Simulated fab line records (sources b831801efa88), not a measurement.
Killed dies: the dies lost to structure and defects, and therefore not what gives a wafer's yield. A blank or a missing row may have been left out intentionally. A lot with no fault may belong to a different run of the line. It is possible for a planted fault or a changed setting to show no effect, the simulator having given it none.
fab line records | flow sfq_line
record: lots: 7 | wafers: 21 | last_day: 82
route steps=325 shown L0V@21 M0@28
lots untouched by any fault: they come from a run of this same line in which no faults occurred
start_h: the number of hours between the record's first day and the start of the first shown wafer of the lot | wait_h: hours elapsed since this lot's preceding step | " repeats the value in the row above | L1.1+2: one row covering several wafers at once | - either no value or no given start | * or withheld: withheld | < > ~ a bound
route shown NAME@n: NAME is a module with steps in the file, n the number in the route of the first one | usual: mean and standard deviation over wafers with no fault | same: alike in all rows | chamber/n: place in a boat | sites: the reading at each site | _std_site: their standard deviation | _edge_site: the outer-site mean with the inner-site mean subtracted | radius_mm: how far each site lies from the wafer's centre | mask NAME#n: copy n | behind: tool/chamber where the wafer was last shaped | hold: why the lot was held/for how many hours/how that ended | device: which transistor (n, p or np) failed to switch | end of line: the tests these same wafers got at the end of their route | a step without rows: its recipe alone | killed: count of dies lost to structure and defects at first sort (not the wafer's yield) | map: per-die view of a wafer (x killed, . not killed, _ where there is no die)
set.NAME: the setting that was run; set.NAME@STEP: the one run at that earlier step | model.NAME: the simulator's own value behind a step, which no gauge read
lots at some steps of the route; a table a step, a row a wafer
services: when a tool's chamber went out of use (start_h, in hours from the record's first day, below 0 if earlier), for how many hours, and the reason
== steps ==
step: SFQ_TRILAYER_L0_VIA_LITHO_PEB_016
recipe: peb_temp_c: 115 | peb_time_s: 60 | resist: KrF
step: SFQ_TRILAYER_L0_VIA_LITHO_DEVELOP_015
recipe: time_s: 60 | resist: KrF
step: SFQ_L0V_OVL_MEAS_903
usual: L0V_OVL: -1/4.9
lot.wafer | tool       | chamber | start_h | wait_h | L0V_OVL[nm]
L423.1    | overlay-01 | -       | 113.88  | 0.1    | -1
L423.2    | "          | -       | "       | "      | 1
L423.6    | "          | -       | "       | "      | 3
L425.1    | overlay-02 | -       | 125.90  | 0.1    | 9
L425.3    | "          | -       | "       | "      | 10
L425.4    | "          | -       | "       | "      | 4
L427.1    | overlay-01 | -       | 144.16  | 0.1    | -1
L427.5    | "          | -       | "       | "      | -1
L427.6    | "          | -       | "       | "      | -7
L428.1    | overlay-02 | -       | 150.91  | 0.1    | -7
L428.2    | "          | -       | "       | "      | -8
L428.3    | "          | -       | "       | "      | -9
L430.3    | overlay-02 | -       | 164.12  | 0.1    | -3
L430.4    | "          | -       | "       | "      | -2
L430.5    | "          | -       | "       | "      | -1
L431.1    | overlay-02 | -       | 168.91  | 0.1    | 0
L431.2    | "          | -       | "       | "      | 6
L431.6    | "          | -       | "       | "      | 5
L438.1    | overlay-01 | -       | 207.31  | 0.1    | 4
L438.2    | "          | -       | "       | "      | 1
L438.4    | "          | -       | "       | "      | 4
step: SFQ_TRILAYER_L0_VIA_BARC_OPEN_VIA_ETCH_021
recipe: mask_material: PR | chemistry: O2 | target_depth_nm: 125 | target: BARC | source_w: 500 | bias_w: 80 | pressure_mtorr: 30 | time_s: 41.7
step: SFQ_TRILAYER_L0_VIA_ETCH_VIA_ETCH_016
recipe: target: SiO2 | stop_on: MoNx_KI | mask_material: PR | chemistry: CHF3 | target_depth_nm: 80 | source_w: 500 | bias_w: 80 | pressure_mtorr: 30 | time_s: withheld
usual: drypump_motor_current_A: 5.9/0.32 | oes_product_au: 0.843/0.0077
lot.wafer | tool        | chamber | start_h | wait_h | drypump_motor_current_A | oes_product_au
L423.1    | rie_diel-03 | 1       | 113.95  | 0.0    | 5.6                     | 0.826
L423.2    | "           | 3       | "       | "      | 6.1                     | 0.841
L423.6    | "           | 1       | "       | "      | 5.5                     | 0.845
L425.1    | rie_diel-01 | 2       | 125.97  | 0.0    | 5.6                     | 0.839
L425.3    | "           | 1       | "       | "      | 5.6                     | 0.840
L425.4    | "           | 3       | "       | "      | 5.7                     | 0.837
L427.1    | rie_diel-03 | 3       | 144.23  | 0.0    | 6.1                     | 0.843
L427.5    | "           | 3       | "       | "      | 6.1                     | 0.849
L427.6    | "           | 2       | "       | "      | 6.2                     | 0.841
L428.1    | rie_diel-03 | 3       | 150.98  | 0.0    | 6.1                     | 0.850
L428.2    | "           | 0       | "       | "      | 5.9                     | 0.843
L428.3    | "           | 1       | "       | "      | 5.6                     | 0.831
L430.3    | rie_diel-03 | 2       | 164.18  | 0.0    | 6.2                     | 0.844
L430.4    | "           | 0       | "       | "      | 6.0                     | 0.849
L430.5    | "           | 3       | "       | "      | 6.1                     | 0.839
L431.1    | rie_diel-03 | 2       | 168.98  | 0.0    | 6.3                     | 0.828
L431.2    | "           | 1       | "       | "      | 5.6                     | 0.839
L431.6    | "           | 2       | "       | "      | 6.2                     | 0.856
L438.1    | rie_diel-03 | 3       | 207.38  | 0.0    | 6.1                     | 0.830
L438.2    | "           | 2       | "       | "      | 6.3                     | 0.837
L438.4    | "           | 0       | "       | "      | 5.9                     | 0.845
step: SFQ_TRILAYER_L0_VIA_STRIP_STRIP_017
recipe: gas: O2 | power_w: 200 | platen_temp_c: 40 | overash_fraction: 0.65 | chemistry: O2 | pressure_mtorr: 50
usual: drypump_motor_current_A: 5.3/0.32 | oes_product_au: 1.002/0.0093
lot.wafer | tool         | chamber | start_h | wait_h | drypump_motor_current_A | oes_product_au | rf_hours_counter_h
L423.1    | rie_metal-03 | 0       | 114.00  | -      | 4.8                     | 1.013          | 163
L423.2    | "            | 1       | "       | "      | 5.7                     | 1.015          | 11
L423.6    | "            | 1       | "       | "      | 5.7                     | 1.022          | -
L425.1    | rie_metal-03 | 0       | 126.02  | -      | 4.8                     | 1.008          | 165
L425.3    | "            | 1       | "       | "      | 5.7                     | 1.007          | -
L425.4    | "            | 0       | "       | "      | 4.8                     | 1.015          | -
L427.1    | rie_metal-03 | 1       | 144.28  | -      | 5.8                     | 1.015          | 16
L427.5    | "            | 1       | "       | "      | 5.8                     | 1.008          | -
L427.6    | "            | 0       | "       | "      | 4.8                     | 1.006          | -
L428.1    | rie_metal-02 | 0       | 151.03  | -      | 5.3                     | 0.993          | 45
L428.2    | "            | 1       | "       | "      | 5.3                     | 0.986          | 95
L428.3    | "            | 1       | "       | "      | 5.3                     | 0.995          | -
L430.3    | rie_metal-04 | 1       | 164.43  | -      | 5.4                     | 1.002          | -
L430.4    | "            | 0       | "       | "      | 5.1                     | 1.009          | -
L430.5    | "            | 1       | "       | "      | 5.5                     | 0.993          | -
L431.1    | rie_metal-03 | 1       | 169.03  | -      | 5.7                     | 1.004          | 20
L431.2    | "            | 0       | "       | "      | 4.8                     | 1.012          | 172
L431.6    | "            | 0       | "       | "      | 4.8                     | 1.007          | -
L438.1    | rie_metal-02 | 1       | 207.43  | -      | 5.3                     | 0.999          | 104
L438.2    | "            | 0       | "       | "      | 5.3                     | 0.993          | 54
L438.4    | "            | 1       | "       | "      | 5.3                     | 0.993          | -
step: SFQ_TRILAYER_L0_VIA_STRIP_SOLV_CLEAN_018
recipe: chemistry: NMP | temp_c: 70 | time_s: 600
step: SFQ_TRILAYER_M0_DEP_PRE_CLEAN_020
recipe: gas: Ar | time_s: 15 | bias_v: 250
step: SFQ_TRILAYER_M0_DEP_SPUTTER_019
recipe: material: Nb | base_pressure_pa: 1.33e-06 | chamber_pressure_pa: 0.1333 | substrate_temp_c: 20 | resputter_cathode_voltage_v: 400 | target_thk_nm: 200 | power_w: 1958 | time_s: 133.3
usual: throttle_valve_pct: 30.0/0.85
lot.wafer | tool           | chamber | start_h | wait_h | throttle_valve_pct
L423.1    | pvd_sputter-04 | -       | 114.80  | 0.0    | 30.9
L423.2    | "              | -       | "       | "      | 28.7
L423.6    | "              | -       | "       | "      | 28.0
L425.1    | pvd_sputter-05 | -       | 126.82  | 0.0    | 29.8
L425.3    | "              | -       | "       | "      | 28.3
L425.4    | "              | -       | "       | "      | 30.0
L427.1    | pvd_sputter-05 | -       | 145.08  | 0.0    | 30.4
L427.5    | "              | -       | "       | "      | 28.5
L427.6    | "              | -       | "       | "      | 30.3
L428.1    | pvd_sputter-05 | -       | 151.83  | 0.0    | 30.5
L428.2    | "              | -       | "       | "      | 29.9
L428.3    | "              | -       | "       | "      | 28.0
L430.3    | pvd_sputter-05 | -       | 165.03  | 0.0    | 30.2
L430.4    | "              | -       | "       | "      | 30.3
L430.5    | "              | -       | "       | "      | 29.8
L431.1    | pvd_sputter-03 | -       | 169.85  | 0.0    | 28.6
L431.2    | "              | -       | "       | "      | 29.6
L431.6    | "              | -       | "       | "      | 28.8
L438.1    | pvd_sputter-05 | -       | 208.23  | 0.0    | 30.2
L438.2    | "              | -       | "       | "      | 29.7
L438.4    | "              | -       | "       | "      | 30.3
step: SFQ_M0_RS_MEAS_904
recipe: thk_meas_gauge: four-point-probe | reads: Nb_of_TRILAYER_M0_DEP_SPUTTER_019
usual: M0_NB_RS: 0.911/0.0088
lot.wafer | tool          | chamber | start_h | wait_h | M0_NB_RS[ohm/sq]
L423.1    | film_metro-04 | -       | 114.89  | 0.0    | 0.906
L423.2    | "             | -       | "       | "      | 0.917
L423.6    | "             | -       | "       | "      | 0.915
L425.1    | film_metro-02 | -       | 126.91  | 0.0    | 0.906
L425.3    | "             | -       | "       | "      | 0.908
L425.4    | "             | -       | "       | "      | 0.904
L427.1    | film_metro-04 | -       | 145.17  | 0.0    | 0.920
L427.5    | "             | -       | "       | "      | 0.912
L427.6    | "             | -       | "       | "      | 0.903
L428.1    | film_metro-02 | -       | 151.92  | 0.0    | 0.921
L428.2    | "             | -       | "       | "      | 0.917
L428.3    | "             | -       | "       | "      | 0.917
L430.3    | film_metro-01 | -       | 165.16  | 0.1    | 0.904
L430.4    | "             | -       | "       | "      | 0.905
L430.5    | "             | -       | "       | "      | 0.906
L431.1    | film_metro-04 | -       | 169.94  | 0.0    | 0.916
L431.2    | "             | -       | "       | "      | 0.919
L431.6    | "             | -       | "       | "      | 0.915
L438.1    | film_metro-04 | -       | 208.32  | 0.0    | 0.910
L438.2    | "             | -       | "       | "      | 0.907
L438.4    | "             | -       | "       | "      | 0.911
step: SFQ_TRILAYER_M0_LITHO_COAT_026
recipe: resist: BARC | spin_rpm: 3000 | resist_thk_nm: 62
step: SFQ_TRILAYER_M0_LITHO_COAT_021
recipe: resist: KrF | spin_rpm: 3000 | resist_thk_nm: 600
usual: spin_speed_rpm: 2999.7/1.8
lot.wafer | tool           | chamber | start_h | wait_h | spin_speed_rpm | model.KrF_of_TRILAYER_M0_LITHO_COAT_021.thk_nm
L423.1    | litho_track-01 | 0       | 115.37  | 0.2    | 3001.4         | 598.4
L423.2    | "              | 0       | "       | "      | 3003.0         | 600
L423.6    | "              | 0       | "       | "      | 3001.8         | 599.7
L425.1    | litho_track-01 | 0       | 127.39  | 0.2    | 2999.1         | 601.6
L425.3    | "              | 0       | "       | "      | 2999.8         | 601.6
L425.4    | "              | 0       | "       | "      | 3001.2         | 601.8
L427.1    | litho_track-01 | 0       | 145.65  | 0.2    | 2781.2         | 625.7
L427.5    | "              | 0       | "       | "      | 2782.3         | 624.8
L427.6    | "              | 0       | "       | "      | 2779.1         | 624.9
L428.1    | litho_track-01 | 0       | 152.40  | 0.2    | 2779.7         | 622.9
L428.2    | "              | 0       | "       | "      | 2782.3         | 623.4
L428.3    | "              | 0       | "       | "      | 2780.7         | 622.1
L430.3    | litho_track-01 | 0       | 165.70  | 0.2    | 2779.1         | 620.5
L430.4    | "              | 0       | "       | "      | 2782.1         | 619.8
L430.5    | "              | 0       | "       | "      | 2778.4         | 620.3
L431.1    | litho_track-03 | 0       | 170.42  | 0.2    | 2999.3         | 600.3
L431.2    | "              | 0       | "       | "      | 3000.8         | 601.8
L431.6    | "              | 0       | "       | "      | 2999.5         | 602.3
L438.1    | litho_track-02 | 0       | 208.80  | 0.2    | 2999.8         | 600.3
L438.2    | "              | 0       | "       | "      | 3001.2         | 597.8
L438.4    | "              | 0       | "       | "      | 2999.5         | 597.1
step: SFQ_TRILAYER_M0_LITHO_SOFTBAKE_025
recipe: temp_c: withheld | time_s: withheld | resist: KrF
step: SFQ_TRILAYER_M0_LITHO_EXPOSE_022
recipe: mask_id: M0 | na: 0.6 | source_shape: conventional | sigma_outer: 0.65 | target_cd_nm: 500 | dose_mj: 14.55
step: SFQ_TRILAYER_M0_LITHO_PEB_024
recipe: peb_temp_c: 115 | peb_time_s: 60 | resist: KrF
step: SFQ_TRILAYER_M0_LITHO_DEVELOP_023
recipe: time_s: 60 | resist: KrF
step: SFQ_M0_OVL_MEAS_906
usual: M0_OVL: 2/4.9
lot.wafer | tool       | chamber | start_h | wait_h | M0_OVL[nm]
L423.1    | overlay-02 | -       | 195.31  | 0.1    | -2
L423.2    | "          | -       | "       | "      | -2
L423.6    | "          | -       | "       | "      | -4
L425.1    | overlay-02 | -       | 209.71  | 0.1    | 10
L425.3    | "          | -       | "       | "      | 9
L425.4    | "          | -       | "       | "      | 5
L427.1    | overlay-01 | -       | 232.31  | 0.1    | 5
L427.5    | "          | -       | "       | "      | 4
L427.6    | "          | -       | "       | "      | 1
L428.1    | overlay-01 | -       | 239.51  | 0.1    | 0
L428.2    | "          | -       | "       | "      | 3
L428.3    | "          | -       | "       | "      | -1
L430.3    | overlay-02 | -       | 253.92  | 0.1    | 10
L430.4    | "          | -       | "       | "      | 10
L430.5    | "          | -       | "       | "      | 9
L431.1    | overlay-01 | -       | 258.71  | 0.1    | -3
L431.2    | "          | -       | "       | "      | 1
L431.6    | "          | -       | "       | "      | 1
L438.1    | overlay-02 | -       | 298.71  | 0.1    | 4
L438.2    | "          | -       | "       | "      | 7
L438.4    | "          | -       | "       | "      | 7
step: SFQ_TRILAYER_M0_BARC_OPEN_METAL_ETCH_031
recipe: mask_material: PR | chemistry: O2 | target_depth_nm: 125 | target: BARC | icp_w: 600 | bias_w: 80 | pressure_mtorr: 10 | time_s: 41.7
usual: drypump_motor_current_A: 5.29/0.16 | oes_product_au: 0.685/0.0043
lot.wafer | tool         | chamber | start_h | wait_h | drypump_motor_current_A | oes_product_au | rf_hours_counter_h
L423.1    | rie_metal-04 | 1       | 195.34  | 0.0    | 5.45                    | 0.687          | 149
L423.2    | "            | 0       | "       | "      | 5.04                    | 0.687          | 111
L423.6    | "            | 0       | "       | "      | 5.03                    | 0.679          | -
L425.1    | rie_metal-04 | 0       | 209.74  | 0.0    | 5.02                    | 0.691          | 112
L425.3    | "            | 0       | "       | "      | 5.06                    | 0.681          | -
L425.4    | "            | 1       | "       | "      | 5.47                    | 0.685          | -
L427.1    | rie_metal-02 | 1       | 232.34  | 0.0    | 5.28                    | 0.683          | 108
L427.5    | "            | 0       | "       | "      | 5.29                    | 0.691          | -
L427.6    | "            | 1       | "       | "      | 5.24                    | 0.685          | -
L428.1    | rie_metal-02 | 0       | 239.54  | 0.0    | 5.26                    | 0.689          | 60
L428.2    | "            | 1       | "       | "      | 5.28                    | 0.683          | 110
L428.3    | "            | 1       | "       | "      | 5.24                    | 0.687          | -
L430.3    | rie_metal-02 | 1       | 253.96  | 0.0    | 5.26                    | 0.679          | -
L430.4    | "            | 0       | "       | "      | 5.30                    | 0.682          | -
L430.5    | "            | 1       | "       | "      | 5.27                    | 0.668          | -
L431.1    | rie_metal-01 | 1       | 258.74  | 0.0    | 5.63                    | 0.687          | 60
L431.2    | "            | 0       | "       | "      | 5.20                    | 0.684          | 87
L431.6    | "            | 1       | "       | "      | 5.61                    | 0.683          | -
L438.1    | rie_metal-01 | 0       | 298.74  | 0.0    | 5.20                    | 0.682          | 94
L438.2    | "            | 1       | "       | "      | 5.60                    | 0.680          | 67
L438.4    | "            | 0       | "       | "      | 5.21                    | 0.685          | -
step: SFQ_TRILAYER_M0_ETCH_METAL_ETCH_024
recipe: target: Nb | stop_on: SiO2 | mask_material: PR | chemistry: Cl2/Ar | target_depth_nm: 240 | icp_w: 600 | bias_w: 80 | pressure_mtorr: 10 | time_s: 120
usual: drypump_motor_current_A: 5.29/0.16 | oes_product_au: 0.884/0.0066
lot.wafer | tool         | chamber | start_h | wait_h | drypump_motor_current_A | oes_product_au | rf_hours_counter_h | model.KrF_of_TRILAYER_M0_LITHO_COAT_021.thk_nm
L423.1    | rie_metal-04 | 1       | 195.42  | 0.1    | 5.47                    | 0.886          | 149                | 377.9
L423.2    | "            | 0       | "       | "      | 5.04                    | 0.884          | 111                | 377.7
L423.6    | "            | 0       | "       | "      | 5.02                    | 0.881          | -                  | 376.6
L425.1    | rie_metal-04 | 0       | 209.80  | 0.0    | 5.06                    | 0.884          | 112                | 381.5
L425.3    | "            | 0       | "       | "      | 5.02                    | 0.886          | -                  | 382.5
L425.4    | "            | 1       | "       | "      | 5.46                    | 0.892          | -                  | 385.9
L427.1    | rie_metal-02 | 1       | 232.40  | 0.0    | 5.27                    | 0.873          | 108                | 409.4
L427.5    | "            | 0       | "       | "      | 5.29                    | 0.878          | -                  | 409
L427.6    | "            | 1       | "       | "      | 5.29                    | 0.884          | -                  | 407.9
L428.1    | rie_metal-02 | 0       | 239.60  | 0.0    | 5.29                    | 0.882          | 60                 | 405.5
L428.2    | "            | 1       | "       | "      | 5.30                    | 0.877          | 110                | 405.5
L428.3    | "            | 1       | "       | "      | 5.27                    | 0.873          | -                  | 406
L430.3    | rie_metal-02 | 1       | 254.05  | 0.1    | 5.29                    | 0.879          | -                  | 405.7
L430.4    | "            | 0       | "       | "      | 5.28                    | 0.895          | -                  | 406
L430.5    | "            | 1       | "       | "      | 5.25                    | 0.881          | -                  | 403.7
L431.1    | rie_metal-01 | 1       | 258.80  | 0.0    | 5.62                    | 0.881          | 60                 | 380.3
L431.2    | "            | 0       | "       | "      | 5.22                    | 0.878          | 87                 | 381.9
L431.6    | "            | 1       | "       | "      | 5.60                    | 0.886          | -                  | 382
L438.1    | rie_metal-01 | 0       | 298.80  | 0.0    | 5.19                    | 0.881          | 94                 | 379.5
L438.2    | "            | 1       | "       | "      | 5.60                    | 0.890          | 67                 | 375.6
L438.4    | "            | 0       | "       | "      | 5.21                    | 0.895          | -                  | 377.8
step: SFQ_TRILAYER_M0_STRIP_STRIP_025
recipe: gas: O2 | power_w: 200 | platen_temp_c: 40 | overash_fraction: 0.65 | chemistry: O2 | pressure_mtorr: 50
usual: drypump_motor_current_A: 5.28/0.16 | oes_product_au: 0.998/0.0078
lot.wafer | tool         | chamber | start_h | wait_h | drypump_motor_current_A | oes_product_au | rf_hours_counter_h
L423.1    | rie_metal-04 | 1       | 195.59  | 0.1    | 5.44                    | 0.997          | 149
L423.2    | "            | 0       | "       | "      | 5.04                    | 1.009          | 111
L423.6    | "            | 0       | "       | "      | 5.03                    | 1.018          | -
L425.1    | rie_metal-04 | 0       | 209.93  | 0.1    | 5.05                    | 0.999          | 112
L425.3    | "            | 0       | "       | "      | 5.04                    | 1.009          | -
L425.4    | "            | 1       | "       | "      | 5.46                    | 0.996          | -
L427.1    | rie_metal-02 | 1       | 232.53  | 0.1    | 5.28                    | 1.000          | 109
L427.5    | "            | 0       | "       | "      | 5.27                    | 0.992          | -
L427.6    | "            | 1       | "       | "      | 5.28                    | 0.987          | -
L428.1    | rie_metal-02 | 0       | 239.73  | 0.1    | 5.26                    | 0.985          | 60
L428.2    | "            | 1       | "       | "      | 5.27                    | 0.996          | 110
L428.3    | "            | 1       | "       | "      | 5.27                    | 0.994          | -
L430.3    | rie_metal-02 | 1       | 254.33  | 0.2    | 5.26                    | 0.999          | -
L430.4    | "            | 0       | "       | "      | 5.29                    | 0.993          | -
L430.5    | "            | 1       | "       | "      | 5.25                    | 0.993          | -
L431.1    | rie_metal-01 | 1       | 258.93  | 0.1    | 5.60                    | 1.004          | 60
L431.2    | "            | 0       | "       | "      | 5.18                    | 1.007          | 87
L431.6    | "            | 1       | "       | "      | 5.61                    | 0.998          | -
L438.1    | rie_metal-01 | 0       | 298.93  | 0.1    | 5.18                    | 1.015          | 94
L438.2    | "            | 1       | "       | "      | 5.60                    | 1.007          | 67
L438.4    | "            | 0       | "       | "      | 5.20                    | 1.002          | -
== services ==
tool           | chamber | start_h | hours | kind
pvd_sputter-03 | -       | 94.26   | 5.1   | repair
pvd_sputter-05 | 3       | 100.30  | -     | consumable_replace:kit
pvd_sputter-05 | -       | 106.23  | 12.8  | repair
pvd_sputter-04 | -       | 107.79  | 1.8   | repair
pvd_sputter-05 | -       | 121.52  | 3.6   | repair
rie_diel-03    | 0       | 131.44  | 16.1  | repair
rie_diel-01    | -       | 149.05  | 0.6   | repair
rie_metal-01   | -       | 183.82  | 4.3   | pm
rie_metal-03   | 1       | 185.83  | 1.6   | repair
rie_diel-03    | -       | 191.62  | 2.8   | pm
pvd_sputter-05 | -       | 213.92  | 5.0   | repair
pvd_sputter-04 | -       | 215.11  | 4.4   | repair
rie_diel-03    | -       | 235.72  | 0.7   | repair
rie_diel-03    | 3       | 248.82  | 3.4   | repair
rie_diel-01    | 3       | 259.51  | 21.5  | repair
rie_diel-03    | 0       | 263.73  | 13.0  | repair
rie_diel-03    | 2       | 276.83  | -     | clean
rie_diel-03    | 2       | 276.83  | 16.6  | scheduled_down
rie_diel-03    | 2       | 276.83  | 16.6  | vent_cycle
pvd_sputter-04 | -       | 283.46  | 1.9   | repair
pvd_sputter-04 | -       | 288.68  | 1.0   | repair
pvd_sputter-03 | -       | 292.65  | 3.2   | repair
rie_diel-01    | -       | 294.75  | 14.6  | pm
pvd_sputter-03 | -       | 297.57  | 3.6   | repair
== key ==
first_sign: step: SFQ_TRILAYER_M0_LITHO_COAT_021 | reading: spin_speed_rpm | direction: down | sigmas: 99+ | usual: 2999.7 | struck: 2780.6
effect none on later readings
model_effect: step: SFQ_TRILAYER_M0_LITHO_COAT_021 | value: KrF_of_TRILAYER_M0_LITHO_COAT_021.thk_nm | without: 599.6 | struck: 622.7
model_effect: step: SFQ_TRILAYER_M0_ETCH_METAL_ETCH_024 | value: KrF_of_TRILAYER_M0_LITHO_COAT_021.thk_nm | without: 383.4 | struck: 406.5
met_at SFQ_TRILAYER_M0_LITHO_COAT_021
struck_wafers L427.1,L427.5,L427.6,L428.1,L428.2,L428.3,L430.3,L430.4,L430.5
onset_between 127.39 145.65
fault: kind: process_parameter_drift | tool: litho_track-01 | chamber: - | onset_h: 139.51 | steps: SFQ_TRILAYER_M0_LITHO_COAT_021 | channel: spin_rpm | offset: -218.72 | shape: step | end_h: 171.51 | acts_in: these_recipes_only | stated: 3000
